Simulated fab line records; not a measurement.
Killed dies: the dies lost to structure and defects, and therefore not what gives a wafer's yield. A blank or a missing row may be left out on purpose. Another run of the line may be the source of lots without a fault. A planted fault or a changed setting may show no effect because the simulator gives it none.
Which tool did it? | flow sky130 | 21 wafers sampled from 7 lots at 1 step of a route of 708

## WHAT EACH GAUGE READ, for each wafer
SKY_VT_ADJUST_LVTN_OVL_MEAS_18.
lot  | measured     | on         | VT_ADJUST_LVTN_01_OVL (nm)
L466 | day 8 08:56  | overlay-02 | 0.7 0.2 -0.3
L469 | day 9 07:35  | overlay-01 | 0.8 0.9 -0.6
L477 | day 11 13:55 | overlay-02 | -2.0 -0.1 -1.2
L482 | day 13 00:08 | overlay-01 | 1.9 3.3 1.4
L484 | day 13 15:17 | overlay-01 | 0.0 -0.2 -0.4
L485 | day 13 22:54 | overlay-02 | -0.2 1.5 1.5
L488 | day 14 08:47 | overlay-01 | -0.3 -3.1 -2.1

## EACH LOT AND THE TOOL THAT RAN IT (in order: tool; ch and the chambers of the sampled wafers; start)
Record: no process step prior to these readings.

## THE ANSWER, worked out from the rows above alone
Rule: the lots themselves supply what counts as usual. Put in order of their means at a reading, lots are off if they are a third of the lots or fewer, leave a main group of 4 or more, and stand apart from it by a gap of 3 or more times the standard deviation of the main group's means; of several such gaps the widest counts. A main group is skipped when, at the precision printed for the reading in the tables above, its means are all equal. A lot without any number at a reading at which 4 lots or more have one is off too. Any other lot the step has rows for is counted as sound.
No lot is off on any of the readings shown, so nothing can be concluded from this.

## WHAT THE SIMULATOR HAD PUT IN
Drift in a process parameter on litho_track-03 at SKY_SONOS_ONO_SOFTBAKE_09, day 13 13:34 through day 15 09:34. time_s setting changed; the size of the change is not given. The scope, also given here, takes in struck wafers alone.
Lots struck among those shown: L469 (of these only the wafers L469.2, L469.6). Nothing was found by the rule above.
